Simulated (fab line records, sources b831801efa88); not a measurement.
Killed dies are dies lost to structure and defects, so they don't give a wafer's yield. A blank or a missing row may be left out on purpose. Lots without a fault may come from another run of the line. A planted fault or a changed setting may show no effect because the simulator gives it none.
A struck lot beside a sound one | flow sky130 | 16 steps out of a route of 708
Sound: wafers L863.2, L863.3, L863.4. Struck: wafer L883.5. (L883.2 of the same lot was not struck and is left out.) The cause comes at the end.
At each step with rows: each side's tool, then ch and its chambers, then its first start. Under that, the readings that differ: sound wafers | struck wafers | difference of the means | sigmas: that difference in standard deviations of wafers without a fault.
alike: readings whose means differ by less than 2 such deviations, and words and numbers that are the same on both sides. not compared: withheld readings, readings that some wafer has no value for, bounds like >300 that may hide the same value, and numbers for which the record gives no deviation and whose values overlap.
The two part at a step that has a row with sigmas, a row that says differs or no value, or rows on one side only. Numbers that don't overlap but have no deviation are shown without sigmas and don't part them. A reading that every wafer of one side lacks parts them only if that side has two wafers or more.

first, 2 steps without rows for these wafers: SKY_METAL4_PEB_11; SKY_METAL4_DEVELOP_12 (develop time 60 s).
SKY_METAL4_CD_MEAS_13: target cd 300 nm.
  sound on cd_sem-01, day 41 16:51; struck on cd_sem-01, day 47 12:32
  alike: cd_nm
SKY_METAL4_OVL_MEAS_14:
  sound on overlay-02, day 41 16:58; struck on overlay-01, day 47 12:39
  alike: METAL4_OVL
SKY_METAL4_DESCUM_15: chemistry O2, time 8 s.
  sound on rie_metal-03 ch 0,1, day 41 16:59; struck on rie_metal-01 ch 1, day 47 12:41
  alike: chamber_pressure_mTorr, drypump_motor_current_A, oes_product_au, rf_fwd_power_W
  not compared: rf_hours_counter_h
SKY_METAL4_ETCH_16: etches BARC in N2/H2, stops on SiO2, time 88.2 s, target depth 60 nm.
  sound on rie_metal-03 ch 0,1, day 41 17:01; struck on rie_metal-01 ch 1, day 47 12:43
  reading                | sound                | struck | difference | sigmas
  rf_fwd_power_W (W)     | 500.5 498.9 499.1    | 494.2  | -5.3       | -3
  throttle_valve_pct (%) | 13.217 13.219 13.204 | 13.194 | -0.019     | -2
  alike: chamber_pressure_mTorr, drypump_motor_current_A, oes_product_au
  not compared: rf_hours_counter_h
SKY_METAL4_ETCH_17: etches SiO2 in C4F8/O2/Ar, stops on TiN, time 3.9 s, target depth 15 nm.
  sound on rie_diel-02 ch 0,1,2, day 41 17:07; struck on rie_diel-03 ch 0, day 47 12:49
  reading               | sound             | struck | difference | sigmas
  oes_product_au (a.u.) | 0.737 0.757 0.758 | 0.768  | +0.017     | +2
  alike: chamber_pressure_mTorr, rf_fwd_power_W
  not compared: rf_hours_counter_h
then, 1 step without rows for these wafers: SKY_METAL4_METAL_ETCH_18 (etches the open film in Cl2/BCl3, stops on SiO2, target depth 845 nm, time 183.1 s).
SKY_METAL4_STRIP_19: strips in O2/N2.
  sound on plasma_asher-03 ch 0,1, day 41 17:19; struck on plasma_asher-02 ch 1, day 47 13:01
  alike: chamber_pressure_mTorr, drypump_motor_current_A, oes_product_au, strip_time_to_endpoint_s
  not compared: rf_hours_counter_h
then, 3 steps without rows for these wafers: SKY_METAL4_STRIP_20 (strips in post etch residue remover, time 1200 s); SKY_METAL4_CLEAN_21 (cleans in IPA, time 180 s); SKY_METAL4_CLEAN_22 (cleans in O3/DIW).
SKY_VIA4_HDPCVD_00: deposits SiO2, target thk 1750 nm, time 291.7 s.
  sound on hdpcvd-01 ch 0,2, day 41 17:55; struck on hdpcvd-01 ch 1, day 47 13:37
  reading                                  | sound             | struck | difference | sigmas
  run_length_s (s)                         | 318.7 319.2 318.7 | 338.7  | +19.8      | +30
  model.SiO2_of_VIA4_HDPCVD_00.thk_nm (nm) | 1751 1745 1757    | 1844   | +93        |
  alike: sih4_flow_sccm
SKY_VIA4_THK_MEAS_01:
  sound on film_metro-03, day 41 18:05; struck on film_metro-04, day 47 13:48
  reading              | sound          | struck | difference | sigmas
  VIA4_HDPCVD_THK (nm) | 1751 1746 1758 | 1843   | +91        | +6
SKY_VIA4_CMP_02: polishes SiO2.
  sound on cmp-02 ch 0,1,3, day 41 18:11; struck on cmp-02 ch 3, day 47 13:57
  alike: motor_current_A, slurry_filter_dp_kPa, slurry_flow_ml_min
-- the record jumps here: 3 days lie between the struck wafers' starts before and after (it left off in module VIA4 and takes up again in module PAD_OPEN, whose first step shown is number 708 of the route) --
SKY_PAD_OPEN_PROBE_99:
  the record has rows for the struck wafers here (prober-02, day 50 17:30) and none for the sound ones

WHERE THEY PART
First at SKY_METAL4_ETCH_16; last, within this record, at SKY_PAD_OPEN_PROBE_99.

WHY: what the simulator had put in
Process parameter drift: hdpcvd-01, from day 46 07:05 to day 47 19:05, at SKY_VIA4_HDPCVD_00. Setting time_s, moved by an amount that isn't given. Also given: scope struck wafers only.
